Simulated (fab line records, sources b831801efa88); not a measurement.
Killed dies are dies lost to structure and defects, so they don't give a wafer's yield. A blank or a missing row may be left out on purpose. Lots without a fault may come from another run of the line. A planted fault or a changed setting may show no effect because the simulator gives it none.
A struck lot beside a sound one | flow sky130 | 15 steps out of a route of 708
Sound: wafers L184.2, L184.4, L184.5. Struck: wafers L187.1, L187.2, L187.5. The cause comes at the end.
At each step with rows: each side's tool, then ch and its chambers, then its first start. Under that, the readings that differ: sound wafers | struck wafers | difference of the means | sigmas: that difference in standard deviations of wafers without a fault.
alike: readings whose means differ by less than 2 such deviations, and words and numbers that are the same on both sides. not compared: withheld readings, readings that some wafer has no value for, bounds like >300 that may hide the same value, and numbers for which the record gives no deviation and whose values overlap.
The two part at a step that has a row with sigmas, a row that says differs or no value, or rows on one side only. Numbers that don't overlap but have no deviation are shown without sigmas and don't part them. A reading that every wafer of one side lacks parts them only if that side has two wafers or more.

first, 5 steps without rows for these wafers: SKY_SONOS_TUNNEL_COAT_02 (resist thk 1140 nm); SKY_SONOS_TUNNEL_SOFTBAKE_03 (time 60 s); SKY_SONOS_TUNNEL_EXPOSE_04 (exposes mask TUNM, target cd 410 nm); SKY_SONOS_TUNNEL_PEB_05; SKY_SONOS_TUNNEL_DEVELOP_06 (develop time 60 s).
SKY_SONOS_TUNNEL_CD_MEAS_07: target cd 410 nm.
  sound on cd_sem-02, day 16 11:50; struck on cd_sem-01, day 17 10:16
  reading    | sound             | struck            | difference | sigmas
  cd_nm (nm) | 406.1 404.1 405.9 | 410.2 411.4 411.5 | +5.7       | +2
SKY_SONOS_TUNNEL_OVL_MEAS_08:
  sound on overlay-01, day 16 11:57; struck on overlay-02, day 17 10:23
  alike: SONOS_TUNNEL_OVL
then, 3 steps without rows for these wafers: SKY_SONOS_TUNNEL_IMPLANT_09; SKY_SONOS_TUNNEL_WET_ETCH_10 (etches SiO2 in dHF, target depth 14 nm, time 280 s); SKY_SONOS_TUNNEL_STRIP_11 (strips in SPM, time 600 s).
SKY_SONOS_TUNNEL_TW_MEAS_12:
  sound on film_metro-01, day 16 12:24; struck on film_metro-01, day 17 10:50
  alike: SONOS_TUNNEL_TW
then, 1 step without rows for these wafers: SKY_SONOS_TUNNEL_CLEAN_13 (cleans in dHF, time 20 s).
SKY_SONOS_ONO_OXIDATION_00: stabilise 600 s, purge 300 s, target thk 2.6 nm.
  sound on furnace-01 ch 0, day 16 13:08; struck on furnace-01 ch 0, day 17 11:16
  reading                                          | sound             | struck               | difference | sigmas
  spike_tc_centre_C (C)                            | 801.0 797.9 800.3 | 804.8 808.1 806.9    | +6.9       | +5
  spike_tc_lower_C (C)                             | 802.5 802.1 802.5 | 808.5 809.5 809.1    | +6.7       | +5
  spike_tc_upper_C (C)                             | 796.8 796.9 799.4 | 806.5 804.7 805.0    | +7.7       | +5
  tube_center_temp_C (C)                           | 800.21 800 799.93 | 807.68 807.73 807.56 | +7.61      | +99 or more
  tube_center_temp_C_max                           | 801.9 801.8 802.0 | 810.3 809.5 809.3    | +7.8       | +24
  model.SiO2_of_SONOS_ONO_OXIDATION_00.thk_nm (nm) | 2.598 2.561 2.537 | 2.937 2.955 2.952    | +0.383     |
  alike: spike_tc_bottom_C, zone_power_upper_pct
SKY_SONOS_ONO_THK_MEAS_01:
  sound on film_metro-03, day 16 14:29; struck on film_metro-04, day 17 12:50
  reading                      | sound          | struck         | difference | sigmas
  SONOS_ONO_OXIDATION_THK (nm) | 2.60 2.55 2.54 | 2.95 2.96 2.95 | +0.39      | +7
  not compared: hold
-- the record jumps here: 32 days lie between the struck wafers' starts before and after (it left off in module SONOS_ONO and takes up again in module PAD_OPEN, whose first step shown is number 708 of the route) --
SKY_PAD_OPEN_PROBE_99:
  sound on prober-01, day 49 11:22; struck on prober-02, day 50 00:29
  reading                               | sound                | struck                  | difference | sigmas
  model.etest.sonos_erased.drive_ua_um  | 205.2 213.9 199.2    | 142.5 141.1 148.6       | -62.0      |
  model.etest.cap_ono.gate_log10_a_cm2  | -7.858 -7.827 -7.705 | -8.549 -8.585 -8.446    | -0.730     |
  model.etest.cap_ono.tox_acc_nm (nm)   | 12.79 12.81 12.71    | 13.34 13.37 13.32       | +0.57      |
  model.etest.sonos_erased.vt_v (V)     | -2.341 -2.371 -2.377 | -1.88 -1.848 -1.905     | +0.49      |
  model.etest.sonos_baked.vt_less_v (V) | -0.525 -0.56 -0.4768 | -0.4505 -0.3378 -0.3267 | +0.1489    |
  alike: killed_at_M0_to_M3, killed_at_M4_up, killed_at_contacts, killed_at_front_end, killed_at_other, killed_dies, killed_open, killed_short

WHERE THEY PART
First at SKY_SONOS_TUNNEL_CD_MEAS_07; last, within this record, at SKY_SONOS_ONO_THK_MEAS_01. Later steps at which nothing parts them and some readings are alike: SKY_PAD_OPEN_PROBE_99.

WHY: what the simulator had put in
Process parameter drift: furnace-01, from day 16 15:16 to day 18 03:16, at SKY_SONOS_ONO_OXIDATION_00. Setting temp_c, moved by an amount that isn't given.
